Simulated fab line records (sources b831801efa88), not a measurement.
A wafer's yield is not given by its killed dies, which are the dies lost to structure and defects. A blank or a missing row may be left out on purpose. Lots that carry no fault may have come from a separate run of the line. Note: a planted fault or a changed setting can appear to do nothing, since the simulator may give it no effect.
Comparing a struck lot with a sound one + flow sky130 + 35 steps out of a route of 708
Sound: wafers L586.4, L586.5, L586.6. The struck wafers were L594.1, L594.3, L594.5. At the end, the cause is stated.
Order at every step that has rows: each side's tool, ch and its chambers, its first start. Under that, the readings that differ: sound wafers + struck wafers + difference of the means + sigmas: that difference in standard deviations of wafers without a fault.
alike: words and numbers the same on both sides, and readings whose means are apart by under 2 such deviations; not compared: readings that were withheld, readings missing a value for some wafer, numbers with overlapping values and no deviation given by the record, and bounds like >300 which may hide the same value.
A row with sigmas, a row that says differs or no value, or rows on one side alone: a step with any of these is where the two part. When numbers do not overlap yet have no deviation, they are printed without sigmas and do not part them. A reading missing from all wafers of one side parts the sides only when that side holds two or more wafers.

first, 10 steps without rows for these wafers: SKY_METAL3_COAT_07 (resist thk 60 nm); SKY_METAL3_COAT_08 (resist thk 1140 nm); SKY_METAL3_SOFTBAKE_09 (time 90 s); SKY_METAL3_EXPOSE_10 (exposes mask MM3, target cd 300 nm); SKY_METAL3_PEB_11; SKY_METAL3_DEVELOP_12 (develop time 60 s); SKY_METAL3_DESCUM_15 (chemistry O2, time 8 s); SKY_METAL3_ETCH_16 (etches BARC in N2/H2, stops on SiO2, time 88.2 s, target depth 60 nm); SKY_METAL3_ETCH_17 (etches SiO2 in C4F8/O2/Ar, stops on TiN, time 3.9 s, target depth 15 nm); SKY_METAL3_METAL_ETCH_18 (etches the open film in Cl2/BCl3, stops on SiO2, target depth 845 nm, time 183.1 s).
SKY_METAL3_STRIP_19: strips in O2/N2.
  sound on plasma_asher-01 ch 0,1, day 42 06:56; struck on plasma_asher-01 ch 0,1, day 43 17:04
  alike: drypump_motor_current_A, oes_product_au, strip_time_to_endpoint_s
  not compared: rf_hours_counter_h
then, 23 steps without rows for these wafers: SKY_METAL3_STRIP_20 (strips in post etch residue remover, time 1200 s); SKY_METAL3_CLEAN_21 (cleans in IPA, time 180 s); SKY_METAL3_CLEAN_22 (cleans in O3/DIW); SKY_VIA3_HDPCVD_00 (deposits SiO2, target thk 1635 nm, time 272.5 s); SKY_VIA3_CMP_02 (polishes SiO2); SKY_VIA3_DEHYDRATE_04 (time 60 s); SKY_VIA3_HMDS_05 (prime time 60 s); SKY_VIA3_COAT_06 (resist thk 60 nm); SKY_VIA3_COAT_07 (resist thk 450 nm); SKY_VIA3_SOFTBAKE_08 (time 90 s); SKY_VIA3_EXPOSE_09 (exposes mask VIM3, target cd 200 nm); SKY_VIA3_PEB_10; SKY_VIA3_DEVELOP_11 (develop time 60 s); SKY_VIA3_ETCH_14 (etches BARC in N2/H2, stops on SiO2, time 45.9 s, target depth 60 nm); SKY_VIA3_ETCH_15 (etches SiO2 in C4F8/O2/Ar, stops on TiN, target depth 507 nm, time 78 s); SKY_VIA3_STRIP_16 (strips in O2/N2); SKY_VIA3_STRIP_17 (strips in post etch residue remover, time 1200 s); SKY_VIA3_CLEAN_18 (cleans in IPA, time 180 s); SKY_VIA3_CLEAN_19 (cleans in O3/DIW); SKY_VIA3_SPUTTER_20 (material TiN, target thk 20 nm, time 80 s); SKY_VIA3_CVD_21 (deposits W, target thk 390 nm, time 117.31 s); SKY_VIA3_CMP_24 (polishes, stops on SiO2, t overpolish 20 s, target thk 0 nm); SKY_METAL4_SPUTTER_00 (material Ti, target thk 15 nm, time 10 s).
-- the record jumps here: 6 days lie between the struck wafers' starts before and after (it left off in module METAL4 and takes up again in module PAD_OPEN, whose first step shown is number 708 of the route) --
SKY_PAD_OPEN_PROBE_99:
  sound on prober-02, day 49 00:15; struck on prober-01, day 50 04:18
| reading                               | sound             | struck            | difference | sigmas |
|---------------------------------------|-------------------|-------------------|------------|--------|
| killed_at_M0_to_M3                    | 42 46 49          | 61 66 71          | +20        | +3     |
| killed_on_rim                         | 20 17 10          | 33 25 26          | +12        | +3     |
| model.etest.tester.sort_n_pass        | 402 401 406       | 391 392 390       | -12        |        |
| model.etest.tester.sort_yield_pct (%) | 81.71 81.5 82.52  | 79.47 79.67 79.27 | -2.44      |        |
| model.etest.tester.sort_bin_5_pct (%) | 9.553 11.18 9.146 | 13.41 12.6 12.4   | +2.84      |        |
  alike: defect_limited_yield, killed_at_M4_up, killed_at_contacts, killed_at_front_end, killed_at_other, killed_dies, killed_open, killed_short, sort_bin_3_pad_short, sort_bin_5_function, sort_bin_6_memory, sort_n_pass, sort_yield_pct
  not compared: model.etest.tester.sort_bin_3_pct

WHERE THEY PART
SKY_PAD_OPEN_PROBE_99 only, going by this record.

WHY: whatever the simulator had introduced
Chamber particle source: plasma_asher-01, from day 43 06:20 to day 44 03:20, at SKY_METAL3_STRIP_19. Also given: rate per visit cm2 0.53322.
